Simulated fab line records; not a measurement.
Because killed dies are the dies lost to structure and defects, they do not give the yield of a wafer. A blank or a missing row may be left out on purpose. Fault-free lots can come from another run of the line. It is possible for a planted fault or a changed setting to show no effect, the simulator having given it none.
2 desks looking at one fault :: flow gf180mcu :: each desk holds nothing but its own numbers, with what lay behind them at the end

## DESK OF THE TOOL OWNER: lpcvd-02
The tool's own readings at GF_STI_CVD_03 (deposits Si3N4 from DCS/NH3, target thk 207.16 nm, time 3551 s): means of the sampled wafers that have a number, for each lot that ran on this tool. Marked OUT: a lot whose mean sits more than 4 standard deviations from the usual mean, which makes it out of limits; the brackets give that distance.
Columns: A = spike tc lower C at GF_STI_CVD_03, usual 770.3 C; B = spike tc top C at GF_STI_CVD_03, usual 781.6 C
lot: L673
first seen here: day 1 18:29
A: 771.8
B: 781.6

lot: L674
first seen here: day 1 21:34
A: 768.5
B: 781.5

lot: L675
first seen here: day 2 03:17
A: 768.9
B: 781.7

lot: L677
first seen here: day 2 13:55
A: 772.4
B: 781.2

lot: L684
first seen here: day 4 00:40
A: 769.1
B: 781.3

lot: L685
first seen here: day 4 04:34
A: 772.9
B: 781.2
This desk's finding: nothing out of limits on any of the 6 lots.

## FROM THE METROLOGY DESK
Lot by lot, what the gauges showed, no matter which tool ran the lot: averages of those sampled wafers that carry a number. Marked OUT: a lot whose mean sits more than 4 standard deviations from the usual mean, which makes it out of limits; the brackets give that distance.
Columns: A = INCOMING_BOW at GF_STI_BOW_MEAS_00, usual 1 um; B = STI_CVD_03_THK at GF_STI_THK_MEAS_04, usual 207.4 nm; C = STI_CVD_23_THK at GF_STI_THK_MEAS_24, usual 654 nm; D = LVPWELL_OVL at GF_LVPWELL_OVL_MEAS_07, usual -0.5 nm
lot: L672
first seen here: day 1 10:00
A: -3
B: 206.2
C: 659
D: 0.1

lot: L673
first seen here: day 1 15:00
A: -4
B: 211.4
C: 659
D: 1.3

lot: L674
first seen here: day 1 20:00
A: 4
B: 207.5
C: 650
D: 0.4

lot: L675
first seen here: day 2 01:02
A: -5
B: 210.6
C: 649
D: -0.7

lot: L676
first seen here: day 2 06:00
A: -0
B: 205.5
C: 649
D: -1.6

lot: L677
first seen here: day 2 11:01
A: 3
B: 208.7
C: 657
D: -1.2

lot: L684
first seen here: day 3 22:00
A: 3
B: 163.8 (-22) OUT
C: 661
D: -0.8

lot: L685
first seen here: day 4 03:02
A: -1
B: 162.0 (-23) OUT
C: 646
D: -2.2

lot: L690
first seen here: day 5 04:00
A: 4
B: 209.5
C: 651
D: 0.8

lot: L693
first seen here: day 5 19:00
A: 5
B: 207.5
C: 649
D: -1.0
Finding of this desk: L684, L685 out of limits, first seen on L684 at day 4 02:38 (STI_CVD_03_THK at GF_STI_THK_MEAS_04). L672, L673, L674, L675, L676, L677, L690, L693: within limits.

## BROUGHT TOGETHER
The metrology desk could have raised an alarm at day 4 02:38, on L684, L685.
The tool owner's desk saw nothing out of limits.
The tool owner's desk has L684, L685 on record, within its limits.
Of the lots named, all ran GF_STI_CVD_03 on lpcvd-02.

## WHAT THE SIMULATOR HAD PUT IN
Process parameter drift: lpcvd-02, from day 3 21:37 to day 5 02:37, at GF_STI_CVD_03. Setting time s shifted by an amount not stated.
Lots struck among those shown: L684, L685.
Hours from the fault's start to each desk's first reading out of limits: the metrology desk, 5.
